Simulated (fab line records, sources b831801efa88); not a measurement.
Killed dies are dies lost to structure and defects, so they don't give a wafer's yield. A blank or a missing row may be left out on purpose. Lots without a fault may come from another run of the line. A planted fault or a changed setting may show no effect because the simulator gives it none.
Which tool did it? | flow sky130 | 15 lots, 42 wafers sampled, at 4 steps of a route of 708

WHAT THE GAUGES READ, wafer by wafer
SKY_POLY_GATE_OVL_MEAS_14. Usual: POLY_GATE_OVL 1 nm, standard deviation 5.3.
lot  | measured     | on         | POLY_GATE_OVL (nm) | flag
L861 | day 16 16:19 | overlay-02 | 4 3 3              |
L862 | day 17 02:37 | overlay-02 | 7 3 4              |
L863 | day 17 16:55 | overlay-01 | 1 0 -5             |
L865 | day 18 02:32 | overlay-01 | -5 -6              |
L866 | day 18 17:53 | overlay-02 | 4 0                |
L867 | day 18 18:44 | overlay-01 | 4 4                |
L874 | day 21 11:37 | overlay-01 | -3 7 3             |
L875 | day 21 16:38 | overlay-01 | -3 4 2             |
L878 | day 22 23:25 | overlay-02 | 3 4 -2             |
L879 | day 23 00:22 | overlay-01 | 10 4 1             |
L880 | day 23 12:59 | overlay-02 | 0 -6 -9            |
L881 | day 23 18:25 | overlay-01 | 3 5 15             |
L882 | day 24 03:31 | overlay-01 | -6 5 5             |
L883 | day 24 09:04 | overlay-01 | 4 5 4              |
L884 | day 24 18:28 | overlay-01 | -4 -3 -5           |

SKY_LDD_P_OVL_MEAS_08. Usual: LDD_P_OVL 0.2 nm, standard deviation 1.5.
lot  | measured     | on         | LDD_P_OVL (nm) | flag
L861 | day 19 06:11 | overlay-02 | -0.7 -0.3 0.3  |
L862 | day 19 17:28 | overlay-02 | -0.7 1.2 -0.8  |
L863 | day 20 12:01 | overlay-01 | -1.9 -1.5 -1.3 |
L865 | day 20 18:17 | overlay-01 | -1.2 -1.4      |
L866 | day 21 13:32 | overlay-02 | -0.3 1.8       |
L867 | day 21 13:59 | overlay-01 | -2.2 0.1       |
L874 | day 24 03:34 | overlay-02 | 0.8 1.2 1.9    |
L875 | day 24 07:58 | overlay-02 | 0.2 -1.1 -0.6  |
L878 | day 25 13:13 | overlay-01 | 0.1 -1.2 -0.4  |
L879 | day 25 14:07 | overlay-02 | -1.8 -0.3 0.4  |
L880 | day 26 03:17 | overlay-02 | -0.7 -0.8 -0.5 |
L881 | day 26 08:46 | overlay-01 | -2.0 -2.7 -0.7 |
L882 | day 26 17:56 | overlay-02 | 2.5 3.3 3.4    |
L883 | day 26 21:55 | overlay-02 | 1.7 0.4 0.9    |
L884 | day 27 07:29 | overlay-01 | 0.3 1.4 -0.9   |

SKY_LDD_HVN_OVL_MEAS_07. Usual: LDD_HVN_OVL -0.4 nm, standard deviation 1.1.
lot  | measured     | on         | LDD_HVN_OVL (nm) | flag
L861 | day 20 13:10 | overlay-02 | 1.2 0.3 0.9      |
L862 | day 21 00:17 | overlay-01 | -0.9 1.6 1.0     |
L863 | day 21 19:07 | overlay-02 | -0.5 -0.2 -0.6   |
L865 | day 22 00:25 | overlay-02 | -0.5 0.1         |
L866 | day 22 20:07 | overlay-01 | -1.5 -1.1        |
L867 | day 22 20:25 | overlay-02 | -0.7 -0.3        |
L874 | day 25 08:46 | overlay-02 | 1.2 1.2 1.2      |
L875 | day 25 12:48 | overlay-01 | 0.3 -0.1 -0.7    |
L878 | day 26 18:39 | overlay-01 | -0.2 0.5 0.9     |
L879 | day 26 20:06 | overlay-01 | -0.3 0.0 -0.9    |
L880 | day 27 08:16 | overlay-01 | -0.1 0.3 -0.7    |
L881 | day 27 13:31 | overlay-01 | -2.3 -2.3 -1.1   |
L882 | day 27 22:48 | overlay-02 | -0.1 0.1 -0.8    |
L883 | day 28 02:49 | overlay-02 | -0.9 -0.3 -0.3   |
L884 | day 28 11:59 | overlay-01 | -2.2 -0.7 -0.8   |

WHICH TOOL RAN EACH LOT (tool, then ch and the chambers of the sampled wafers, then the start)
lot  | SKY_LDD_HVN_SOFTBAKE_03
L861 | litho_track-02 ch 0, day 19 22:26
L862 | litho_track-03 ch 0, day 20 09:18
L863 | litho_track-04 ch 0, day 21 03:08
L865 | litho_track-04 ch 0, day 21 10:08
L866 | litho_track-04 ch 0, day 22 04:31
L867 | litho_track-04 ch 0, day 22 05:07
L874 | litho_track-03 ch 0, day 24 17:54
L875 | litho_track-02 ch 0, day 24 21:55
L878 | litho_track-04 ch 0, day 26 03:35
L879 | litho_track-04 ch 0, day 26 04:52
L880 | litho_track-04 ch 0, day 26 18:28
L881 | litho_track-04 ch 0, day 26 22:56
L882 | litho_track-02 ch 0, day 27 07:50
L883 | litho_track-04 ch 0, day 27 12:35
L884 | litho_track-04 ch 0, day 27 22:17
- SKY_LDD_HVN_SOFTBAKE_03: time 60 s.

WHAT THE TOOLS THEMSELVES READ (means of the sampled wafers that have a number; where no wafer has one, the mark that the record gives instead)
SKY_LDD_HVN_SOFTBAKE_03. Usual: heater_power_total_W 56.59 W, standard deviation 0.04; run_length_s 89.2 s, standard deviation 0.34.
lot  | tool           | heater_power_total_W (W) | run_length_s (s) | flag
L861 | litho_track-02 | 56.60                    | 88.9             |
L862 | litho_track-03 | 56.58                    | 88.8             |
L863 | litho_track-04 | 56.57                    | 89.5             |
L865 | litho_track-04 | 58.09                    | 84.7             | OFF
L866 | litho_track-04 | 57.33                    | 87.1             | OFF
L867 | litho_track-04 | 57.38                    | 87.1             | OFF
L874 | litho_track-03 | 56.59                    | 88.9             |
L875 | litho_track-02 | 56.61                    | 88.8             |
L878 | litho_track-04 | 56.65                    | 89.4             |
L879 | litho_track-04 | 56.61                    | 89.4             |
L880 | litho_track-04 | 56.62                    | 89.5             |
L881 | litho_track-04 | 56.59                    | 89.4             |
L882 | litho_track-02 | 56.59                    | 88.9             |
L883 | litho_track-04 | 56.59                    | 89.5             |
L884 | litho_track-04 | 56.59                    | 89.5             |

THE ANSWER, worked out from the rows above alone
Rule: a lot is off if the mean of its wafers that have a number lies more than 3 standard deviations from the usual mean. A lot without any number at a reading at which 4 lots or more have one is off too. The other lots that the step has rows for count as sound. The gauges are gone through in route order, then the tools' own readings, and for those a lot's mean is taken as printed above. The first step at which some lot is off is used, and at that step the reading that is off furthest; a lot without a number counts as furthest.
Off: L865, L866, L867, at SKY_LDD_HVN_SOFTBAKE_03 (heater_power_total_W).
A tool fits if, at that step or a process step before it, it ran every lot that is off, and no sound lot after the first of them. None of those tried fits.

WHAT THE SIMULATOR HAD PUT IN
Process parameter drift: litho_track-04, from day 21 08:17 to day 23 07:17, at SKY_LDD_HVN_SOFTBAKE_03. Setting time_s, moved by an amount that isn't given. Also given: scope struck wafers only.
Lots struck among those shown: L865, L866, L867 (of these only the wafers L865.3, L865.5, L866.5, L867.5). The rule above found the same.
